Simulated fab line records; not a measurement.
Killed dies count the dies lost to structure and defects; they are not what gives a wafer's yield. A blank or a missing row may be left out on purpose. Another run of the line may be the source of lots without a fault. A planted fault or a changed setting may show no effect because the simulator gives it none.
Matching of chambers	flow gf180mcu	4 sister chambers for GF_V3_CMP_26 on cmp-01
The step polishes, stops on SiO2, t overpolish 15 s, target thk 0 nm. 8 wafers are shown with their chamber, then 8 later ones without.

WAFERS WITH THEIR CHAMBER
wafer	chamber	motor_current_A (A)	time_to_endpoint_s (s)
L431.3	3	11.3	87.0
L431.6	2	12.9	85.0
L433.1	2	13.5	79.7
L433.6	1	11.7	87.6
L434.3	3	11.4	86.8
L434.6	0	10.5	85.5
L438.2	1	11.5	86.1
L438.4	0	10.4	84.1

WAFERS WITHOUT THEIR CHAMBER
wafer	motor_current_A (A)	time_to_endpoint_s (s)
L438.5	12.6	88.9
L439.1	11.3	82.9
L439.2	13.2	82.4
L439.3	11.8	84.5
L440.1	12.6	85.4
L449.1	11.1	87.6
L449.2	13.0	86.4
L449.4	11.7	87.4

EACH ONE'S CHAMBER
wafer	from the rows above	in truth
L438.5	can't be placed: 2 or 1 or 3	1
L439.1	can't be placed: 3 or 1 or 0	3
L439.2	2	2
L439.3	can't be placed: 1 or 3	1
L440.1	can't be placed: 2 or 1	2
L449.1	can't be placed: 3 or 1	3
L449.2	2	2
L449.4	can't be placed: 1 or 3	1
Placed correctly: 2 of 8. These rows do not allow placing 6 (true chamber among the candidates in 6). Placed wrongly: 0.
How it was worked out, from the rows above alone: a wafer's distance from a chamber is the root of the sum, over the readings, of the square of ((its reading less the chamber's mean) divided by the reading's scatter). The wafer belongs to the nearest chamber; if the next one is less than 2 further off, it can't be placed. The mean given for a chamber averages the wafers shown for that chamber. How the scatter is found: for the shown wafers, subtract from each reading the mean of its chamber, square and add these, divide the total by (wafers less chambers), then take the root.
